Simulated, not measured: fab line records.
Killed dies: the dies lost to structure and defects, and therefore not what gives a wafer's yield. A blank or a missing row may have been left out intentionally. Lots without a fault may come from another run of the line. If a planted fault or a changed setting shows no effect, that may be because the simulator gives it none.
Struck lot and sound lot, side by side / flow sky130 / 15 out of 708 route steps
Sound: wafers L783.1, L783.3, L783.6. Struck: wafer L797.1 (left out: L797.2, L797.4 of the same lot, which were not struck); the cause appears at the end.
Order at every step that has rows: each side's tool, ch and its chambers, its first start. Under that, the readings that differ: sound wafers / struck wafers / difference of the means / sigmas: that difference in standard deviations of wafers without a fault.
alike: same words and numbers on both sides, and readings whose means sit less than 2 such deviations apart. not compared: any withheld reading, any reading some wafer has no value for, any bound like >300 that may hide the same value, and any number with overlapping values for which the record gives no deviation.
The two part at a step that has a row with sigmas, a row that says differs or no value, or rows on one side only. When numbers do not overlap yet have no deviation, they are printed without sigmas and do not part them. Lack of a reading on every wafer of one side parts them only where that side has two or more wafers.

first, 3 steps without rows for these wafers: SKY_LI_CONTACT_EXPOSE_09 (exposes mask LICM1, target cd 170 nm); SKY_LI_CONTACT_PEB_10; SKY_LI_CONTACT_DEVELOP_11 (develop time 60 s).
SKY_LI_CONTACT_CD_MEAS_12 targets a cd of 170 nm.
  sound on cd-sem-01, day 29 11:48; struck on cd-sem-01, day 34 02:33
  alike: cd-nm
SKY_LI_CONTACT_OVL_MEAS_13:
  sound on overlay-01, day 29 11:55; struck on overlay-01, day 34 02:40
  alike: LI_CONTACT_OVL
SKY_LI_CONTACT_ETCH_14: etches BARC in N2/H2, stops on SiO2, time 45.9 s, target depth 60 nm.
  sound on rie-diel-04 ch 1,2,3, day 29 11:58; struck on rie-diel-03 ch 3, day 34 02:42
  alike: drypump-motor-current-A, oes-product-au, throttle-valve-pct
  not compared: rf-hours-counter-h
SKY_LI_CONTACT_ETCH_15: etches PSG in C4F8/O2/Ar, stops on Si, target depth 600 nm.
  sound on rie-diel-04 ch 1,2,3, day 29 12:00; struck on rie-diel-03 ch 3, day 34 02:44
  alike: oes-product-au
SKY_LI_CONTACT_STRIP_16: strips in O2/N2.
  sound on plasma-asher-02 ch 0,1, day 29 12:05; struck on plasma-asher-03 ch 0, day 34 02:50
  alike: drypump-motor-current-A, oes-product-au, strip-time-to-endpoint-s
  not compared: rf-hours-counter-h
then, 2 steps without rows for these wafers: SKY_LI_CONTACT_CLEAN_17 (cleans in NMP, time 600 s); SKY_LI_CONTACT_PRE_CLEAN_18 (time 5.6 s).
SKY_LI_CONTACT_SPUTTER_19: material Ti, target thk 20 nm, time 106.37 s.
  sound on pvd-sputter-03, day 29 12:25; struck on pvd-sputter-03, day 34 03:08
  alike: throttle-valve-pct
SKY_LI_CONTACT_SPUTTER_20: material TiN, target thk 20 nm, time 80 s.
  sound on pvd-sputter-03, day 29 12:34; struck on pvd-sputter-03, day 34 03:13
  alike: throttle-valve-pct
SKY_LI_CONTACT_CVD_21: deposits W, target thk 400 nm, time 120.56 s.
  sound on cvd-w-02 ch 0,1, day 29 12:41; struck on cvd-w-01 ch 0, day 34 03:17
reading=model.W_of_LI_CONTACT_CVD_21.thk-nm (nm); sound=398.6 403.4 398.3; struck=411.9; difference=+11.8; sigmas=
  alike: heater-power-w
SKY_LI_CONTACT_RS_MEAS_22: measurement is done with a four-point probe.
  sound on film-metro-03, day 29 12:49; struck on film-metro-04, day 34 03:24
reading=LI_CONTACT_W_RS (ohm/sq); sound=0.2856 0.2820 0.2857; struck=0.2763; difference=-0.0081; sigmas=-3
-- here the record skips 15 days between the struck wafers' starts before and after, leaving off in module LI_CONTACT and picking up in module PAD_OPEN (first step shown: number 708 of the route) --
SKY_PAD_OPEN_PROBE_99:
  sound on prober-01, day 46 02:35; struck on prober-01, day 49 06:40
  alike: killed_at_M0_to_M3, killed_at_M4_up, killed-at-contacts, killed-at-front-end, killed-at-other, killed-dies, killed-open, killed-short

## WHERE THEY PART
Within this record, at SKY_LI_CONTACT_RS_MEAS_22 only. Later steps at which nothing parts them and some readings are alike: SKY_PAD_OPEN_PROBE_99.

WHY: the cause the simulator had injected
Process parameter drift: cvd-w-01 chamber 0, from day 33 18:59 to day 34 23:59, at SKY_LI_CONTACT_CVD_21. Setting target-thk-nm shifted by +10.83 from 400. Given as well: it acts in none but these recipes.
